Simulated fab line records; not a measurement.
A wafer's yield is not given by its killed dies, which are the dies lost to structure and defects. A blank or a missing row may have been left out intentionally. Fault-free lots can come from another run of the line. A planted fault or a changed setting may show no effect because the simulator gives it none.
Which of the tools did it?    flow sky130    7 lots (21 wafers sampled), 1 step of a 708-step route

## WHAT THE GAUGES READ, wafer by wafer
SKY_NWELL_RS_MEAS_29: measures by four-point-probe.
lot   measured      on            NWELL_RS (ohm/sq)
L999  day 5 15:59   filmMetro-04  623.1 625.4 625.6
L104  day 6 19:11   filmMetro-01  624.4 622.9 623.3
L110  day 8 06:59   filmMetro-01  624.6 625.6 623.7
L115  day 9 16:41   filmMetro-01  624.7 625.5 625.1
L117  day 10 06:28  filmMetro-01  625.0 625.6 626.3
L119  day 10 14:31  filmMetro-02  622.8 625.1 625.1
L121  day 11 04:10  filmMetro-02  622.2 624.0 625.9

## WHAT TOOL EACH LOT RAN ON (gives the tool, then ch and the chambers of the sampled wafers, and finally the start)
There is no process step in the record ahead of these readings.

## THE ANSWER, worked out from the rows above alone
Rule: what is usual is taken from the lots themselves. The widest of any qualifying gaps counts: lots, ordered by their means at a reading, are off when they make up no more than a third of the lots, leave a main group of 4 or more, and stand apart from it by 3 or more times the standard deviation of that group's means. A main group is skipped when, at the precision printed for the reading in the tables above, its means are all equal. A lot without any number at a reading at which 4 lots or more have one is off too. Where the step has rows for the other lots, those lots are counted as sound.
None of the lots is off at any reading shown; this tells nothing.

## WHAT THE SIMULATOR PUT IN
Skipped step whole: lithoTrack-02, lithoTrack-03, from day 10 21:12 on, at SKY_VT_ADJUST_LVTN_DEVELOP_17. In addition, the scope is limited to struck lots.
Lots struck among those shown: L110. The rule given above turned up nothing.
